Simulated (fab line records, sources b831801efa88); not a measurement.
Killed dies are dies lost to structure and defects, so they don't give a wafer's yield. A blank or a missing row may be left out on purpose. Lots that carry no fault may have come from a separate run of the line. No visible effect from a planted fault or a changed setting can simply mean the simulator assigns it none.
Comparing a struck lot with a sound one || flow sky130 || 16 out of 708 route steps
Sound: these wafers, L510.2, L510.4, L510.6. Struck: wafers L505.1, L505.4. (L505.6 of the same lot was not struck and is left out.) The cause comes at the end.
At each step with rows: each side's tool, then ch and its chambers, then its first start. Under that, the readings that differ: sound wafers || struck wafers || difference of the means || sigmas: that difference in standard deviations of wafers without a fault.
alike: readings with means less than 2 such deviations apart, plus words and numbers identical on both sides. not compared: withheld readings, readings lacking a value on some wafer, bounds such as >300 that could conceal the same value, and numbers that have no deviation in the record and whose values overlap.
A row with sigmas, a row that says differs or no value, or rows on one side alone: a step with any of these is where the two part. Numbers that don't overlap but have no deviation are shown without sigmas and don't part them. Lack of a reading on every wafer of one side parts them only where that side has two or more wafers.

first, 8 steps without rows for these wafers: SKY_POLY_GATE_DEHYDRATE_05 (time 60 s); SKY_POLY_GATE_HMDS_06 (prime time 60 s); SKY_POLY_GATE_COAT_07 (resist thk 110 nm); SKY_POLY_GATE_COAT_08 (resist thk 450 nm); SKY_POLY_GATE_SOFTBAKE_09 (time 90 s); SKY_POLY_GATE_EXPOSE_10 (exposes mask P1M, target cd 150 nm); SKY_POLY_GATE_PEB_11; SKY_POLY_GATE_DEVELOP_12 (develop time 60 s).
SKY_POLY_GATE_CD_MEAS_13: target cd 150 nm.
  sound on cd_sem-01, day 23 06:46; struck on cd_sem-02, day 21 20:03
  alike: cd_nm
SKY_POLY_GATE_OVL_MEAS_14:
  sound on overlay-02, day 23 06:53; struck on overlay-01, day 21 20:12
  alike: POLY_GATE_OVL
SKY_POLY_GATE_ETCH_15: etches BARC in N2/H2, stops on SiO2, time 118.5 s, target depth 110 nm.
  sound on rie_diel-04 ch 0,3, day 23 06:55; struck on rie_diel-03 ch 0,1, day 21 20:14
  alike: drypump_motor_current_A, oes_product_au, run_length_s, throttle_valve_pct
  not compared: rf_hours_counter_h
SKY_POLY_GATE_ETCH_16: etches Si3N4 in CH3F/O2, stops on poly-Si, time 147.5 s, target depth 75 nm.
  sound on rie_diel-04 ch 0,3, day 23 06:59; struck on rie_diel-03 ch 0,1, day 21 20:19
  alike: O2_flow_sccm, drypump_motor_current_A, oes_product_au, run_length_s, throttle_valve_pct
  not compared: rf_hours_counter_h
SKY_POLY_GATE_ETCH_17: etches poly-Si in HBr/Cl2, stops on SiO2, target depth 180 nm, time 70.5 s.
  sound on rie_si-01 ch 0,1,2, day 23 07:05; struck on rie_si-02 ch 1,2, day 21 20:25
{"reading": "oes_product_au (a.u.)", "sound": "0.984 0.997 0.979", "struck": "0.852 0.858", "difference": -0.132, "sigmas": -19}
{"reading": "run_length_s (s)", "sound": "99.2 98.0 98.5", "struck": "115.3 115.2", "difference": "+16.7", "sigmas": "+44"}
{"reading": "model.KrF-thick_of_POLY_GATE_COAT_08.thk_nm (nm)", "sound": "138.2 138.9 140", "struck": "120.8 121.5", "difference": -17.9, "sigmas": ""}
{"reading": "model.SiO2_of_SONOS_ONO_CVD_04.thk_nm (nm)", "sound": "4.481 4.461 4.487", "struck": "3.563 3.659", "difference": -0.865, "sigmas": ""}
  alike: drypump_motor_current_A, throttle_valve_pct
  not compared: rf_hours_counter_h
SKY_POLY_GATE_STRIP_18: strips in O2/N2.
  sound on plasma_asher-01 ch 0, day 23 07:09; struck on plasma_asher-03 ch 1, day 21 20:28
{"reading": "drypump_motor_current_A (A)", "sound": "6.0 6.0 6.0", "struck": "5.2 5.2", "difference": -0.8, "sigmas": -2}
{"reading": "oes_product_au (a.u.)", "sound": "0.361 0.361 0.362", "struck": "0.346 0.354", "difference": -0.011, "sigmas": -3}
{"reading": "strip_time_to_endpoint_s (s)", "sound": "3.158 3.154 3.156", "struck": "2.951 2.955", "difference": -0.203, "sigmas": -8}
  not compared: rf_hours_counter_h
then, 1 step without rows for these wafers: SKY_POLY_GATE_CLEAN_19 (cleans in SC1/SC2, time 150 s).
-- record jumps: 28 days separate the struck wafers' starts on either side; left off in module POLY_GATE, taken up again in module PAD_OPEN, whose first shown step is the route's number 708 --
SKY_PAD_OPEN_PROBE_99:
  sound on prober-02, day 50 20:01; struck on prober-01, day 50 01:50
{"reading": "model.etest.tip_sonos.rs_ohm_sq", "sound": "2703 2678 2687", "struck": "2509 2456", "difference": -207, "sigmas": ""}
{"reading": "model.etest.tip_n.rs_ohm_sq", "sound": "441.2 444.4 443.7", "struck": "432.6 432.2", "difference": -10.7, "sigmas": ""}
{"reading": "model.etest.res_pdiff_hv.rs_ohm_sq", "sound": "190.3 191.3 191.5", "struck": "188.9 188.1", "difference": -2.5, "sigmas": ""}
  alike: killed_at_M0_to_M3, killed_at_M4_up, killed_at_contacts, killed_at_front_end, killed_at_other, killed_dies, killed_open, killed_short

## WHERE THEY PART
First at SKY_POLY_GATE_ETCH_17; last, within this record, at SKY_POLY_GATE_STRIP_18. Later steps at which nothing parts them and some readings are alike: SKY_PAD_OPEN_PROBE_99.

WHY: the cause the simulator had injected
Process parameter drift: rie_si-02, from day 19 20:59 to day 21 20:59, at SKY_POLY_GATE_ETCH_17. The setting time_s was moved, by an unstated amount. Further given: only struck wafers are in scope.
